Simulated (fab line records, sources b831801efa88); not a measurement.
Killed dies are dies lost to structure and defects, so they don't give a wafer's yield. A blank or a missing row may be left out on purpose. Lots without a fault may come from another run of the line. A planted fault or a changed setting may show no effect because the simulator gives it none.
A struck lot beside a sound one | flow sky130 | 15 steps out of a route of 708
Sound: wafers L456.1, L456.3, L456.6. Struck: wafer L471.6. (L471.3 of the same lot was not struck and is left out.) The cause comes at the end.
At each step with rows: each side's tool, then ch and its chambers, then its first start. Under that, the readings that differ: sound wafers | struck wafers | difference of the means | sigmas: that difference in standard deviations of wafers without a fault.
alike: readings whose means differ by less than 2 such deviations, and words and numbers that are the same on both sides. not compared: withheld readings, readings that some wafer has no value for, bounds like >300 that may hide the same value, and numbers for which the record gives no deviation and whose values overlap.
The two part at a step that has a row with sigmas, a row that says differs or no value, or rows on one side only. Numbers that don't overlap but have no deviation are shown without sigmas and don't part them. A reading that every wafer of one side lacks parts them only if that side has two wafers or more.

first, 4 steps without rows for these wafers: SKY_LI_CONTACT_SOFTBAKE_08 (time 90 s); SKY_LI_CONTACT_EXPOSE_09 (exposes mask LICM1, target cd 170 nm); SKY_LI_CONTACT_PEB_10; SKY_LI_CONTACT_DEVELOP_11 (develop time 60 s).
SKY_LI_CONTACT_CD_MEAS_12: target cd 170 nm.
  sound on cd_sem-02, day 29 15:49; struck on cd_sem-01, day 34 21:07
  reading    | sound             | struck | difference | sigmas
  cd_nm (nm) | 169.1 168.4 168.2 | 172.3  | +3.7       | +2
SKY_LI_CONTACT_OVL_MEAS_13:
  sound on overlay-01, day 29 15:56; struck on overlay-01, day 34 21:12
  alike: LI_CONTACT_OVL
SKY_LI_CONTACT_ETCH_14: etches BARC in N2/H2, stops on SiO2, time 45.9 s, target depth 60 nm.
  sound on rie_diel-04 ch 0,2,3, day 29 15:59; struck on rie_diel-03 ch 3, day 34 21:14
  alike: drypump_motor_current_A, oes_product_au, throttle_valve_pct
  not compared: rf_hours_counter_h
SKY_LI_CONTACT_ETCH_15: etches PSG in C4F8/O2/Ar, stops on Si, target depth 600 nm.
  sound on rie_diel-04 ch 0,2,3, day 29 16:01; struck on rie_diel-03 ch 3, day 34 21:16
  reading               | sound             | struck | difference | sigmas
  oes_product_au (a.u.) | 0.848 0.847 0.838 | 0.834  | -0.010     | -2
SKY_LI_CONTACT_STRIP_16: strips in O2/N2.
  sound on plasma_asher-02 ch 0,1, day 29 16:06; struck on plasma_asher-03 ch 1, day 34 21:23
  reading                      | sound          | struck | difference | sigmas
  strip_time_to_endpoint_s (s) | 3.39 3.37 3.46 | 3.51   | +0.10      | +3
  alike: drypump_motor_current_A, oes_product_au
  not compared: rf_hours_counter_h
then, 2 steps without rows for these wafers: SKY_LI_CONTACT_CLEAN_17 (cleans in NMP, time 600 s); SKY_LI_CONTACT_PRE_CLEAN_18 (time 5.6 s).
SKY_LI_CONTACT_SPUTTER_19: material Ti, target thk 20 nm, time 106.37 s.
  sound on pvd_sputter-04, day 29 16:24; struck on pvd_sputter-02, day 34 21:39
  alike: throttle_valve_pct
SKY_LI_CONTACT_SPUTTER_20: material TiN, target thk 20 nm, time 80 s.
  sound on pvd_sputter-04, day 29 16:29; struck on pvd_sputter-02, day 34 21:44
  reading                                        | sound             | struck | difference | sigmas
  throttle_valve_pct (%)                         | 31.3 28.5 30.3    | 28.3   | -1.7       | -2
  model.TiN_of_LI_CONTACT_SPUTTER_20.thk_nm (nm) | 19.57 19.86 19.84 | 16.6   | -3.2       |
SKY_LI_CONTACT_CVD_21: deposits W, target thk 400 nm, time 120.56 s.
  sound on cvd_w-02 ch 1, day 29 16:32; struck on cvd_w-01 ch 0, day 34 21:50
  reading                      | sound             | struck | difference | sigmas
  chamber_pressure_Torr (Torr) | 40.03 40.05 40.02 | 40.22  | +0.19      | +2
  alike: heater_power_outer_w, heater_power_w
then, 1 step without rows for these wafers: SKY_PAD_OPEN_PROBE_99.

WHERE THEY PART
First at SKY_LI_CONTACT_CD_MEAS_12; last, within this record, at SKY_LI_CONTACT_CVD_21.

WHY: what the simulator had put in
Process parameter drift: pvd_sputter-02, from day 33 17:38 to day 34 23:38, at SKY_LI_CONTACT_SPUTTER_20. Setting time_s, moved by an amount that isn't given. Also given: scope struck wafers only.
